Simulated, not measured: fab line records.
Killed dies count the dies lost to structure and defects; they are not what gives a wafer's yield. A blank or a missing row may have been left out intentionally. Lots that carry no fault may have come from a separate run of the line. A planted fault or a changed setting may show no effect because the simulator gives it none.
Lot-split experiment | flow gf180mcu | 23 wafers read across 5 lots, on a route 602 steps long

== ABOUT THE SPLIT ==
At GF_STI_COAT_07 (resist thk 700 nm), the setting resist-thk-nm was moved away from the recipe's 700 nm on 8 of the 23 wafers read, by +1.9% to +4.8%. The other wafers ran this setting at the recipe's value.

== FROM THE SPLIT TO THE READING: what the file shows between them, 4 steps ==
- GF_STI_PEB_10: peb time 90 s (also split here: peb-time-s)
- GF_STI_DEVELOP_11: develop time 60 s
- GF_STI_ETCH_13: etches the open film in CHF3/O2, stops on Si, target depth 282.31 nm, time 112.9 s
- GF_STI_ETCH_14: etches Si in HBr/Cl2/O2, target depth 360 nm, time 102.9 s

== THE READING ==
oes-product-au, in a.u., at GF_STI_STRIP_15 (strips in O2/N2). Typical for fault-free wafers on this fab line: 0.383 a.u., with standard deviation 0.0053 a.u.

wafer  | tool, chamber at the split | resist-thk-nm as run, nm | against the recipe | oes-product-au, a.u. | against lot-mates on the recipe
L074.2 | litho-track-02, 0          | 713.5                    | +1.9%              | 0.388                | +0.003
L074.3 | litho-track-02, 0          | 700                      | recipe             | 0.379                | -
L074.4 | litho-track-02, 0          | 700                      | recipe             | 0.387                | -
L074.5 | litho-track-02, 0          | 700                      | recipe             | 0.390                | -
L074.6 | litho-track-02, 0          | 713.5                    | +1.9%              | 0.389                | +0.004
L076.1 | litho-track-02, 0          | 700                      | recipe             | 0.388                | -
L076.3 | litho-track-02, 0          | 700                      | recipe             | 0.393                | -
L076.6 | litho-track-02, 0          | 700                      | recipe             | 0.380                | -
L077.1 | litho-track-04, 0          | 700                      | recipe             | 0.380                | -
L077.2 | litho-track-04, 0          | 730.1                    | +4.3%              | 0.405                | +0.029
L077.4 | litho-track-04, 0          | 730.1                    | +4.3%              | 0.394                | +0.018
L077.5 | litho-track-04, 0          | 700                      | recipe             | 0.373                | -
L077.6 | litho-track-04, 0          | 730.1                    | +4.3%              | 0.395                | +0.019
L079.2 | litho-track-02, 0          | 700                      | recipe             | 0.379                | -
L079.3 | litho-track-02, 0          | 733.7                    | +4.8%              | 0.407                | +0.029
L079.4 | litho-track-02, 0          | 733.7                    | +4.8%              | 0.406                | +0.028
L079.5 | litho-track-02, 0          | 733.7                    | +4.8%              | 0.402                | +0.024
L079.6 | litho-track-02, 0          | 700                      | recipe             | 0.377                | -
L083.1 | litho-track-04, 0          | 700                      | recipe             | 0.389                | -
L083.2 | litho-track-04, 0          | 700                      | recipe             | 0.389                | -
L083.3 | litho-track-04, 0          | 700                      | recipe             | 0.372                | -
L083.4 | litho-track-04, 0          | 700                      | recipe             | 0.381                | -
L083.5 | litho-track-04, 0          | 700                      | recipe             | 0.378                | -

FIT RESULTS
A straight line over all 23 wafers: oes-product-au changes by +0.00422 a.u. for each +1% of resist-thk-nm; r = +0.83; the points scatter about the line by 0.0059 a.u.
The same after taking each lot's own level away (the mean of its wafers on the recipe; 23 wafers): +0.00525 a.u. for each +1%; r = +0.90; scatter 0.0053 a.u.
The reading moves by 0.025 a.u. for the largest change in resist-thk-nm, on that fit.
The span of the lots' own levels, 0.3765 to 0.3870 a.u., comes to 2.0 times the standard deviation stated above.
So the lot-to-lot level changes the slope: the two fits differ.
Check: with one of the wafers moved furthest among these (+4.8%) left out of the fit, the line predicts +0.0239 a.u. for it against its lot-mates. It came out at +0.029 a.u. against them.

== OTHER SPLITS APPLIED TO THESE WAFERS ==
These wafers also went through other splits before the reading. Each is held against what the fit with the lots' levels taken away leaves over:
other split on the same wafers | wafers away from the commonest value | r with oes-product-au (lot level and that fit taken away)
GF_STI_PEB_10 peb-time-s       | 2                                    | +0.08

== THE WHOLE CHAIN: every reading that the file lists as answering this split, in the file's order ==
step            | what it does                                                                       | reading                                                                    | change (the file's fit)                   | r (the file's)
GF_STI_COAT_07  | resist thk 700 nm                                                                  | KrF_of_STI_COAT_07.thk-nm (the simulator's own value, which no gauge read) | +7.04 nm for each +1% of the setting      | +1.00
GF_STI_ETCH_13  | etches the open film in CHF3/O2, stops on Si, target depth 282.31 nm, time 112.9 s | KrF_of_STI_COAT_07.thk-nm (the simulator's own value, which no gauge read) | +7.21 nm for each +1% of the setting      | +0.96
GF_STI_STRIP_15 | strips in O2/N2                                                                    | oes-product-au                                                             | +0.00503 a.u. for each +1% of the setting | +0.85
GF_STI_STRIP_15 | strips in O2/N2                                                                    | strip-time-to-endpoint-s                                                   | withheld for each +1% of the setting      | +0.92

== THE FILE'S OWN FIT ==
oes-product-au changes by +0.00503 a.u. for each +1% of resist-thk-nm, r = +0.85.
